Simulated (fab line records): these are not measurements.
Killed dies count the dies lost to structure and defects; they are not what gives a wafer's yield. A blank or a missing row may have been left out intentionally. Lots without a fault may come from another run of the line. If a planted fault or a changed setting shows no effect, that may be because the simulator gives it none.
Commonality check across tools    flow sky130    12 lots and 36 wafers in the sample

## REASON IT WAS OPENED
SKY_FIELD_ISO_THK_MEAS_25, reading FIELD_ISO_CVD_24_THK: flagged on 2 of 12 lots. No-fault wafers: 595 nm, standard deviation 4.6.
Rule: a lot is flagged when every wafer of it that has a number lies more than 4 standard deviations from that mean, or none has a number. As for the other lots, they are considered sound.

lot   measured     on             FIELD_ISO_CVD_24_THK (nm), wafer by wafer  flag
L596  day 2 14:20  film metro-02  597 595 599                                
L598  day 2 22:43  film metro-01  599 594 595                                
L600  day 3 09:49  film metro-01  590 595 601                                
L601  day 3 13:30  film metro-03  602 591 587                                
L602  day 3 17:56  film metro-01  840 833 839                                FLAGGED
L603  day 4 00:52  film metro-01  598 594 592                                
L605  day 4 10:56  film metro-02  838 850 839                                FLAGGED
L606  day 4 18:15  film metro-01  601 596 591                                
L615  day 6 16:43  film metro-03  598 592 594                                
L616  day 6 22:56  film metro-01  596 589 597                                
L617  day 7 04:25  film metro-01  585 600 598                                
L618  day 7 07:13  film metro-03  602 603 596                                
Average over the flagged lots: 840 nm; offset from the usual +245 nm, equal to +53 standard deviations.

## TOOL THAT RAN EACH LOT
The record keeps 1 process step preceding the reading, out of 708 steps on the route. Read each cell as the tool, then ch plus the chambers that the sampled wafers visited, then the start.
lot   flag     SKY_FIELD_ISO_CVD_24
L596           hdpcvd-02 ch 0,1, day 2 14:16
L598           hdpcvd-01 ch 0,1,2, day 2 22:38
L600           hdpcvd-02 ch 0,2, day 3 09:43
L601           hdpcvd-01 ch 0,1, day 3 13:25
L602  FLAGGED  hdpcvd-02 ch 0,1,2, day 3 17:51
L603           hdpcvd-01 ch 0,1,2, day 4 00:46
L605  FLAGGED  hdpcvd-02 ch 0,1,2, day 4 10:52
L606           hdpcvd-01 ch 1,2, day 4 18:11
L615           hdpcvd-02 ch 1,2, day 6 16:38
L616           hdpcvd-01 ch 0,1, day 6 22:52
L617           hdpcvd-02 ch 0,2, day 7 04:21
L618           hdpcvd-02 ch 0,1,2, day 7 07:08
What is done by these steps:
- SKY_FIELD_ISO_CVD_24: deposits SiO2, target thk 595 nm, time 99.2 s.
- SKY_FIELD_ISO_THK_MEAS_25

## FLAGGED OVER TOTAL, TOOL BY TOOL (the gauges that took the reading come last)
step                       tool           lots run  flagged  share of the flagged lots  sound lots run after its first flagged lot
SKY_FIELD_ISO_CVD_24       hdpcvd-01      5         0        none                       -
SKY_FIELD_ISO_CVD_24       hdpcvd-02      7         2        all                        3 (L615,L617,L618)
SKY_FIELD_ISO_THK_MEAS_25  film metro-01  7         1        some                       4 (L603,L606,L616,L617)
SKY_FIELD_ISO_THK_MEAS_25  film metro-02  2         1        some                       0
SKY_FIELD_ISO_THK_MEAS_25  film metro-03  3         0        none                       -

## WHAT THE TABLE PERMITS
In the table, 1 row covers all flagged lots: hdpcvd-02 at SKY_FIELD_ISO_CVD_24.
- hdpcvd-02 at SKY_FIELD_ISO_CVD_24 ran 7 lots, 2 of them flagged. Sound lots followed the first flagged one (L615, L617, L618) on it, something a lasting fault affecting the whole tool could not allow.
There is no row in the table that ran each flagged lot and no sound lot after the first.

## WHAT WAS PUT IN BY THE SIMULATOR
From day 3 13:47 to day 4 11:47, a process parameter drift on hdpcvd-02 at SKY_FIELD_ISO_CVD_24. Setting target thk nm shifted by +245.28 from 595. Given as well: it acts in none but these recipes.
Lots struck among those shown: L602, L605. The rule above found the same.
